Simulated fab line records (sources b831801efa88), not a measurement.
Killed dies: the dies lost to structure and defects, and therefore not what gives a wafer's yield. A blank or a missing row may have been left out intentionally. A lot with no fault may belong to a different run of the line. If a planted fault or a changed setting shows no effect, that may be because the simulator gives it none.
fab line records -- flow gf180mcu -- part 2 of 2: steps 35 to 46 of 46
record: lots: 5, wafers: 15, last-day: 34
route steps=602 shown VT_IMPLANT@113 MVSD@136 NWELL@137 LVPWELL@138 MVPSD@139 DUAL_GATE@141 POLY_GATE@157
lots that met no fault: taken from a fault-free run of the same line
start-h: start of the lot's first displayed wafer, in hours after the record's first day -- wait-h: hours elapsed since this lot's preceding step -- " unchanged from the row above -- L1.1+2: one row covering several wafers at once -- - no value, or no start was given -- * or withheld: withheld -- < > ~ a bound
route shown NAME@n: a module of which the file shows steps, and the number in the route of the first -- usual: mean and standard deviation over wafers with no fault -- same: alike in all rows -- chamber/n: place in a boat -- sites: per-site readings -- _std_site: standard deviation across them -- _edge_site: the outer-site mean with the inner-site mean subtracted -- radius-mm: how far each site lies from the wafer's centre -- mask NAME#n: copy n -- behind: the last tool/chamber to shape the wafer -- hold: what put the lot on hold/how long, in hours/how the hold closed -- device: the n, p or np transistor that did not switch -- end of line: at the end of the route, the tests of the same wafers -- where a step has no rows: the recipe by itself -- killed: dies lost to structure and defects at the first sort, not the wafer's yield -- map: shows each die of a wafer: x if killed, . if not, _ if none is there
set.NAME: the setting as run; set.NAME@STEP: as run at that earlier step -- model.NAME: the simulator's own value behind a step, which no gauge read
lots at some steps of the route; a table a step, a row a wafer
services: the hour from which a tool's chamber was out of use, counted from the record's first day as start-h (under 0 if before that day), plus the number of hours and why
== steps ==
step: GF_DUAL_GATE_COAT_06
recipe: resist: NOVOLAK, spin-rpm: 3000, resist-thk-nm: 1000
lot.wafer,tool,chamber,start-h,wait-h
L074.2+3+4,litho-track-01,0,168.18,0.1
L091.1+2+5,litho-track-04,0,293.16,0.1
L094.3+5+6,litho-track-01,0,303.41,0.1
L095.1+3+4,litho-track-01,0,308.86,0.1
L096.1+2+5,litho-track-03,0,317.24,0.1
step: GF_DUAL_GATE_SOFTBAKE_07
recipe: temp-c: 90, time-s: 60, resist: NOVOLAK
lot.wafer,tool,chamber,start-h,wait-h
L074.2+3+4,litho-track-01,0,168.33,0.1
L091.1+2+5,litho-track-04,0,293.31,0.1
L094.3+5+6,litho-track-01,0,303.56,0.1
L095.1+3+4,litho-track-01,0,309.01,0.1
L096.1+2+5,litho-track-03,0,317.39,0.1
step: GF_DUAL_GATE_EXPOSE_08
recipe: mask-id: Dualgate, target-cd-nm: 700, na: 0.6, source-shape: conventional, sigma-outer: 0.6, dose-mj: 140
lot.wafer,tool,chamber,start-h,wait-h,mask
L074.2+3+4,iline-stepper-01,0,-,-,Dualgate#0
L091.1+2+5,iline-stepper-01,0,-,-,Dualgate#0
L094.3+5+6,iline-stepper-01,0,-,-,Dualgate#0
L095.1+3+4,iline-stepper-01,0,-,-,Dualgate#0
L096.1+2+5,iline-stepper-01,0,-,-,Dualgate#0
step: GF_DUAL_GATE_PEB_09
recipe: temp-c: withheld, time-s: *, resist: NOVOLAK
lot.wafer,tool,chamber,start-h,wait-h
L074.2+3+4,litho-track-03,0,-,-
L091.1+2+5,litho-track-04,0,-,-
L094.3+5+6,litho-track-01,0,-,-
L095.1+3+4,litho-track-03,0,-,-
L096.1+2+5,litho-track-01,0,-,-
step: GF_DUAL_GATE_DEVELOP_10
recipe: develop-time-s: 60, dev-temp-c: 23
lot.wafer,tool,chamber,start-h,wait-h
L074.2+3+4,litho-track-03,0,175.77,0.1
L091.1+2+5,litho-track-04,0,303.21,0.1
L094.3+5+6,litho-track-01,0,313.91,0.1
L095.1+3+4,litho-track-03,0,319.29,0.1
L096.1+2+5,litho-track-01,0,327.16,0.1
step: GF_DUAL_GATE_OVL_MEAS_11
usual: DUAL_GATE_OVL: -0.7/1.3
lot.wafer,tool,chamber,start-h,wait-h,DUAL_GATE_OVL[nm]
L074.2,overlay-01,-,175.90,0.1,0.1
L074.3,overlay-01,-,175.90,0.1,-1.0
L074.4,overlay-01,-,175.90,0.1,-0.7
L091.1,overlay-02,-,303.36,0.1,-1.4
L091.2,overlay-02,-,303.36,0.1,-1.7
L091.5,overlay-02,-,303.36,0.1,-2.3
L094.3,overlay-02,-,314.02,0.1,-2.6
L094.5,overlay-02,-,314.02,0.1,-1.2
L094.6,overlay-02,-,314.02,0.1,-1.2
L095.1,overlay-01,-,319.44,0.1,-0.8
L095.3,overlay-01,-,319.44,0.1,-0.8
L095.4,overlay-01,-,319.44,0.1,-2.6
L096.1,overlay-01,-,327.31,0.1,-1.0
L096.2,overlay-01,-,327.31,0.1,-2.1
L096.5,overlay-01,-,327.31,0.1,-0.4
step: GF_DUAL_GATE_WET_ETCH_12
recipe: chemistry: dHF, target-depth-nm: 13, dry: n2-spin, target: SiO2, temp-c: 25, dilution: 100:1, time-s: 260
lot.wafer,tool,chamber,start-h,wait-h
L074.2+3+4,wet-bench-02,0,175.93,0.0
L091.1+2+5,wet-bench-03,2,303.39,0.0
L094.3+5+6,wet-bench-04,2,314.04,0.0
L095.1+3+4,wet-bench-03,3,319.48,0.0
L096.1+2+5,wet-bench-02,2,327.34,0.0
step: GF_DUAL_GATE_STRIP_13
recipe: chemistry: O2/N2, power-w: 1400, pressure-mtorr: 1500, platen-temp-c: 250, o2-flow-sccm: 3000, n2-flow-sccm: 300, overash-fraction: 0.5
usual: drypump-motor-current-A: 5.9/0.71, heater-power-w: 331/23, oes-product-au: 0.716/0.0042, strip-time-to-endpoint-s: 12.63/0.034
lot.wafer,tool,chamber,start-h,wait-h,drypump-motor-current-A,heater-power-w,oes-product-au,rf-hours-counter-h,strip-time-to-endpoint-s
L074.2,plasma-asher-04,1,176.02,0.0,6.2,334,0.714,55,12.57
L074.3,plasma-asher-04,0,176.02,0.0,6.1,311,0.713,-,12.60
L074.4,plasma-asher-04,1,176.02,0.0,6.3,326,0.708,-,12.61
L091.1,plasma-asher-04,1,303.47,0.0,6.2,331,0.716,68,12.64
L091.2,plasma-asher-04,0,303.47,0.0,6.1,313,0.719,68,12.61
L091.5,plasma-asher-04,0,303.47,0.0,6.1,314,0.715,-,12.61
L094.3,plasma-asher-01,0,314.16,0.0,4.7,313,0.705,-,12.68
L094.5,plasma-asher-01,1,314.16,0.0,6.8,363,0.719,-,12.67
L094.6,plasma-asher-01,0,314.16,0.0,4.7,298,0.715,-,12.64
L095.1,plasma-asher-01,0,319.56,0.0,4.7,310,0.720,51,12.69
L095.3,plasma-asher-01,1,319.56,0.0,6.7,366,0.711,-,12.73
L095.4,plasma-asher-01,0,319.56,0.0,4.7,316,0.721,-,12.72
L096.1,plasma-asher-01,0,327.44,0.0,4.7,307,0.711,52,12.58
L096.2,plasma-asher-01,1,327.44,0.0,6.8,363,0.711,52,12.60
L096.5,plasma-asher-01,0,327.44,0.0,4.7,300,0.724,-,12.59
step: GF_DUAL_GATE_CLEAN_14
recipe: chemistry: SC1/SC2, mix: 1:4:20, temp-c: 70, time-s: 150, dry: n2-spin
lot.wafer,tool,chamber,start-h,wait-h
L074.2+3+4,wet-bench-03,0,176.12,0.1
L091.1+2+5,wet-bench-03,1,303.57,0.1
L094.3+5+6,wet-bench-02,2,314.22,0.0
L095.1+3+4,wet-bench-04,2,319.66,0.1
L096.1+2+5,wet-bench-04,1,327.54,0.1
step: GF_DUAL_GATE_OXIDATION_15
recipe: temp-c: 850, ambient: O2, stabilise-s: 600, purge-s: 300, target-thk-a: 70.98, ox-time-s: 1995
usual: spike-tc-lower-C: 849.4/1.6, spike-tc-top-C: 860.2/1.7
same: ox-time-s: 1995, purge-s: 300
lot.wafer,tool,chamber,start-h,wait-h,spike-tc-lower-C,spike-tc-top-C
L074.2,furnace-01,0,176.51,0.3,848.5,859.8
L074.3,furnace-01,0,176.51,0.3,846.3,859.4
L074.4,furnace-01,0,176.51,0.3,847.2,858.6
L091.1,furnace-02,0,303.62,0.0,850.1,862.4
L091.2,furnace-02,0,303.62,0.0,851.6,863.1
L091.5,furnace-02,0,303.62,0.0,850.1,861.1
L094.3,furnace-02,0,314.99,0.7,851.4,860.8
L094.5,furnace-02,0,314.99,0.7,850.5,861.3
L094.6,furnace-02,0,314.99,0.7,852.5,861.6
L095.1,furnace-02,0,319.71,0.0,850.4,862.3
L095.3,furnace-02,0,319.71,0.0,851.1,861.0
L095.4,furnace-02,0,319.71,0.0,849.2,861.6
L096.1,furnace-01,0,328.64,1.1,847.6,859.0
L096.2,furnace-01,0,328.64,1.1,848.8,859.0
L096.5,furnace-01,0,328.64,1.1,847.5,859.1
step: GF_POLY_GATE_CVD_00
recipe: material: poly-Si, target-thk-nm: 200, temp-c: 620, time-s: 1200, pressure-mtorr: 200
usual: spike-tc-lower-C: 619.7/1.4, spike-tc-top-C: 639.7/1.2
lot.wafer,tool,chamber,start-h,wait-h,spike-tc-lower-C,spike-tc-top-C
L074.2,lpcvd-01,1,178.07,0.0,620.8,640.8
L074.3,lpcvd-01,1,178.07,0.0,619.9,639.8
L074.4,lpcvd-01,1,178.07,0.0,619.3,640.9
L091.1,lpcvd-01,0,305.18,0.0,621.7,640.1
L091.2,lpcvd-01,0,305.18,0.0,619.4,639.0
L091.5,lpcvd-01,0,305.18,0.0,621.1,639.9
L094.3,lpcvd-01,1,316.54,0.0,620.7,642.7
L094.5,lpcvd-01,1,316.54,0.0,620.8,641.8
L094.6,lpcvd-01,1,316.54,0.0,619.5,639.9
L095.1,lpcvd-01,0,321.26,0.0,618.8,639.4
L095.3,lpcvd-01,0,321.26,0.0,618.3,640.0
L095.4,lpcvd-01,0,321.26,0.0,617.5,638.7
L096.1,lpcvd-01,0,330.20,0.0,617.6,637.8
L096.2,lpcvd-01,0,330.20,0.0,618.0,640.4
L096.5,lpcvd-01,0,330.20,0.0,618.2,639.3
step: GF_POLY_GATE_THK_MEAS_01
recipe: reads: poly-Si_of_POLY_GATE_CVD_00
usual: POLY_GATE_CVD_00_THK: 201.5/1.9
lot.wafer,tool,chamber,start-h,wait-h,POLY_GATE_CVD_00_THK[nm]
L074.2,film-metro-01,-,179.41,0.0,201.2
L074.3,film-metro-01,-,179.41,0.0,199.8
L074.4,film-metro-01,-,179.41,0.0,200.5
L091.1,film-metro-03,-,306.51,0.0,203.6
L091.2,film-metro-03,-,306.51,0.0,204.2
L091.5,film-metro-03,-,306.51,0.0,203.4
L094.3,film-metro-01,-,317.90,0.0,200.2
L094.5,film-metro-01,-,317.90,0.0,201.5
L094.6,film-metro-01,-,317.90,0.0,201.0
L095.1,film-metro-01,-,322.60,0.0,200.1
L095.3,film-metro-01,-,322.60,0.0,201.6
L095.4,film-metro-01,-,322.60,0.0,198.5
L096.1,film-metro-02,-,331.53,0.0,199.7
L096.2,film-metro-02,-,331.53,0.0,198.5
L096.5,film-metro-02,-,331.53,0.0,198.4
== services ==
tool,chamber,start-h,hours,kind
implanter-03,-,121.31,2.9,pm
iline-stepper-02,-,130.08,4.4,pm
iline-stepper-02,-,143.00,2.1,pm
implanter-02,-,143.21,3.5,repair
lpcvd-01,-,147.22,28.1,pm
furnace-02,-,155.49,3.5,pm
wet-bench-02,-,162.65,0.9,repair
iline-stepper-01,-,174.87,1.7,pm
wet-bench-04,-,175.69,1.1,repair
implanter-03,-,179.03,6.7,repair
iline-stepper-02,-,201.94,10.5,repair
wet-bench-04,-,202.07,1.9,pm
iline-stepper-01,-,203.73,2.3,repair
furnace-02,-,204.35,4.7,pm
implanter-03,-,225.46,3.5,repair
implanter-03,-,229.64,4.1,repair
plasma-asher-04,-,229.64,2.8,pm
wet-bench-03,-,256.71,4.2,repair
lpcvd-01,-,271.04,1.0,repair
implanter-03,-,280.01,1.6,repair
implanter-03,-,284.68,1.1,repair
wet-bench-02,-,293.99,4.4,pm
implanter-03,-,320.37,2.5,repair
iline-stepper-01,-,321.26,3.2,repair
